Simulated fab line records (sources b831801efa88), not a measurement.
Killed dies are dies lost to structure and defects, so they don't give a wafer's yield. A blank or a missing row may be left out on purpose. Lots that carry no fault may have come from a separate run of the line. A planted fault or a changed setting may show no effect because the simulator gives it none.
Matching of chambers || flow gf180mcu || rie-diel-04 running GF_V1_ETCH_16: 4 sister chambers
The step etches BARC in N2/H2. 4 wafers are shown with their chamber, then 8 later ones without.

WAFERS PAIRED WITH THEIR CHAMBERS
{"wafer": "L283.1", "chamber": 0, "drypump-motor-current-A (A)": 6.3}
{"wafer": "L285.1", "chamber": 2, "drypump-motor-current-A (A)": 5.7}
{"wafer": "L285.4", "chamber": 3, "drypump-motor-current-A (A)": 6.1}
{"wafer": "L286.1", "chamber": 1, "drypump-motor-current-A (A)": 5.3}

WAFERS WITHOUT THEIR CHAMBER
{"wafer": "L286.3", "drypump-motor-current-A (A)": 6.2}
{"wafer": "L286.4", "drypump-motor-current-A (A)": 5.7}
{"wafer": "L294.2", "drypump-motor-current-A (A)": 6.2}
{"wafer": "L294.3", "drypump-motor-current-A (A)": 5.3}
{"wafer": "L294.6", "drypump-motor-current-A (A)": 5.3}
{"wafer": "L295.1", "drypump-motor-current-A (A)": 6.3}
{"wafer": "L295.2", "drypump-motor-current-A (A)": 5.7}
{"wafer": "L295.3", "drypump-motor-current-A (A)": 6.1}

WHICH CHAMBER EACH ONE RAN IN
{"wafer": "L286.3", "from the rows above": "can't be placed: 0 or 3", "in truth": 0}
{"wafer": "L286.4", "from the rows above": 2, "in truth": 2}
{"wafer": "L294.2", "from the rows above": "can't be placed: 0 or 3", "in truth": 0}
{"wafer": "L294.3", "from the rows above": 1, "in truth": 1}
{"wafer": "L294.6", "from the rows above": 1, "in truth": 1}
{"wafer": "L295.1", "from the rows above": 0, "in truth": 0}
{"wafer": "L295.2", "from the rows above": 2, "in truth": 2}
{"wafer": "L295.3", "from the rows above": 3, "in truth": 3}
6 of 8 placed correctly. From these rows, 2 cannot be placed; in 2 the true chamber is one of the candidates. Placed wrongly: 0.
How it was worked out, from the rows above alone: a wafer's distance from a chamber is the root of the sum, over the readings, of the square of ((its reading less the chamber's mean) divided by the reading's scatter). If the next closest chamber is less than 2 further off than the closest, the wafer can't be placed; otherwise it belongs to the closest. The mean given for a chamber averages the wafers shown for that chamber. The scatter: with one shown wafer a chamber, the root of the mean of the squares of how far each hidden wafer lies from its nearest shown one.
